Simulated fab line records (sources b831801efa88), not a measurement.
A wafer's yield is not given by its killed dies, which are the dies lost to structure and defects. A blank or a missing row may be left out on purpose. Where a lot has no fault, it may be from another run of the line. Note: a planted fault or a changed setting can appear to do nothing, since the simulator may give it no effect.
Shared-tool check ; flow sky130 ; Sample size 13 lots and 39 wafers

## REASON IT WAS OPENED
SKY_LDD_P_TW_MEAS_11, reading LDD_P_TW: flagged on 1 of 13 lots. Fault-free wafers read 633, with a standard deviation of 7.4.
Rule: a lot is flagged when every wafer of it that has a number lies more than 4 standard deviations from that mean, or none has a number. All remaining lots are regarded as sound.

lot;measured;on;LDD_P_TW, wafer by wafer;flag
L209;day 20 10:05;film-metro-03;628 628 630;
L211;day 21 04:26;film-metro-03;626 622 626;
L213;day 21 16:29;film-metro-01;633 630 631;
L214;day 23 02:11;film-metro-01;634 633 630;
L215;day 23 03:07;film-metro-02;646 644 646;
L216;day 23 04:25;film-metro-03;630 627 626;
L217;day 23 11:01;film-metro-03;624 625 625;
L218;day 23 17:25;film-metro-01;632 632 632;
L219;day 24 14:38;film-metro-02;648 646 645;
L222;day 25 01:03;film-metro-03;625 631 627;
L221;day 25 03:26;film-metro-02;30 30 31;FLAGGED
L223;day 25 09:53;film-metro-03;628 629 627;
L227;day 26 20:18;film-metro-01;635 635 636;
The mean of the flagged lots' numbers is 30, -603 from the usual (-81 standard deviations).

## EACH LOT AND THE TOOL IT RAN ON
Before the reading, the record contains 3 process steps out of a 708-step route. Read each cell as the tool, then ch plus the chambers that the sampled wafers visited, then the start.
lot;flag;SKY_POLY_GATE_ETCH_16;SKY_LDD_N_STRIP_16;SKY_LDD_P_STRIP_10
L209;;rie-diel-04 ch 0,1,3, day 17 16:23;plasma-asher-04 ch 0,1, day 19 03:04;plasma-asher-02 ch 0,1, day 20 09:59
L211;;rie-diel-01 ch 1,2, day 18 11:07;plasma-asher-01 ch 0,1, day 19 21:28;plasma-asher-03 ch 0,1, day 21 04:20
L213;;rie-diel-04 ch 0,1,2, day 18 23:49;plasma-asher-03 ch 0,1, day 20 09:57;plasma-asher-02 ch 0,1, day 21 16:23
L214;;rie-diel-01 ch 2,3, day 20 09:37;plasma-asher-03 ch 0,1, day 21 19:21;plasma-asher-03 ch 0,1, day 23 02:05
L215;;rie-diel-02 ch 0,1,3, day 20 09:44;plasma-asher-03 ch 0,1, day 21 20:25;plasma-asher-02 ch 0,1, day 23 03:01
L216;;rie-diel-04 ch 1,2, day 20 10:52;plasma-asher-03 ch 0,1, day 21 21:46;plasma-asher-03 ch 1, day 23 04:19
L217;;rie-diel-01 ch 0,2,3, day 20 18:16;plasma-asher-04 ch 0,1, day 22 04:01;plasma-asher-02 ch 0,1, day 23 10:55
L218;;rie-diel-04 ch 2,3, day 21 02:07;plasma-asher-04 ch 0,1, day 22 11:28;plasma-asher-01 ch 0,1, day 23 17:19
L219;;rie-diel-01 ch 1,2, day 21 23:10;plasma-asher-04 ch 0,1, day 23 09:04;plasma-asher-02 ch 0,1, day 24 14:32
L222;;rie-diel-01 ch 2,3, day 22 10:22;plasma-asher-01 ch 0,1, day 23 19:21;plasma-asher-03 ch 0,1, day 25 00:56
L221;FLAGGED;rie-diel-04 ch 2,3, day 22 12:43;plasma-asher-04 ch 0,1, day 23 21:45;plasma-asher-01 ch 0,1, day 25 03:19
L223;;rie-diel-02 ch 1,3, day 22 19:10;plasma-asher-01 ch 0,1, day 24 03:58;plasma-asher-02 ch 0,1, day 25 09:47
L227;;rie-diel-04 ch 1,2,3, day 24 05:25;plasma-asher-01 ch 0,1, day 25 14:39;plasma-asher-01 ch 1, day 26 20:11
What these steps do:
- SKY_POLY_GATE_ETCH_16: etches Si3N4 in CH3F/O2, stops on poly-Si, time 147.5 s, target depth 75 nm.
- SKY_LDD_N_STRIP_16: strips in O2/N2.
- SKY_LDD_P_STRIP_10: strips in O2/N2.
- SKY_LDD_P_TW_MEAS_11

## FLAGGED OVER TOTAL, TOOL BY TOOL (the gauges that took the reading come last)
step;tool;lots run;flagged;share of the flagged lots;sound lots run after its first flagged lot
SKY_POLY_GATE_ETCH_16;rie-diel-01;5;0;none;-
SKY_POLY_GATE_ETCH_16;rie-diel-02;2;0;none;-
SKY_POLY_GATE_ETCH_16;rie-diel-04;6;1;all;1 (L227)
SKY_LDD_N_STRIP_16;plasma-asher-01;4;0;none;-
SKY_LDD_N_STRIP_16;plasma-asher-03;4;0;none;-
SKY_LDD_N_STRIP_16;plasma-asher-04;5;1;all;0
SKY_LDD_P_STRIP_10;plasma-asher-01;3;1;all;1 (L227)
SKY_LDD_P_STRIP_10;plasma-asher-02;6;0;none;-
SKY_LDD_P_STRIP_10;plasma-asher-03;4;0;none;-
SKY_LDD_P_TW_MEAS_11;film-metro-01;4;0;none;-
SKY_LDD_P_TW_MEAS_11;film-metro-02;3;1;all;0
SKY_LDD_P_TW_MEAS_11;film-metro-03;6;0;none;-

## WHAT IS ALLOWED BY THE TABLE
4 rows of the table ran every flagged lot: rie-diel-04 at SKY_POLY_GATE_ETCH_16, plasma-asher-04 at SKY_LDD_N_STRIP_16, plasma-asher-01 at SKY_LDD_P_STRIP_10, film-metro-02 at SKY_LDD_P_TW_MEAS_11.
- rie-diel-04 at SKY_POLY_GATE_ETCH_16: 1 of its 6 lots flagged. After the first flagged lot (L227), sound lots still ran on it; a lasting fault on the whole tool would not permit that.
- plasma-asher-04 at SKY_LDD_N_STRIP_16: 1 of its 5 lots flagged. A fault beginning between L219 (day 23 09:04), its last sound lot, and L221 (day 23 21:45), its first flagged one, fits the data. Its own readings (oes-product-au) fall more than 4 standard deviations out on all wafers of the flagged lots.
- plasma-asher-01 at SKY_LDD_P_STRIP_10: 1 of its 3 lots flagged. After the first flagged lot (L227), sound lots still ran on it; a lasting fault on the whole tool would not permit that. Its own readings (strip-time-to-endpoint-s) fall more than 4 standard deviations out on all wafers of the flagged lots.
- film-metro-02 at SKY_LDD_P_TW_MEAS_11: 1 of its 3 lots flagged. A fault beginning between L219 (day 24 14:38), its last sound lot, and L221 (day 25 03:26), its first flagged one, fits the data.
Counting lots can't tell these 2 tools apart, because each fits a fault that began at some hour. More lots, or a look at what each step does to the wafer, might.

## WHAT THE SIMULATOR PUT IN
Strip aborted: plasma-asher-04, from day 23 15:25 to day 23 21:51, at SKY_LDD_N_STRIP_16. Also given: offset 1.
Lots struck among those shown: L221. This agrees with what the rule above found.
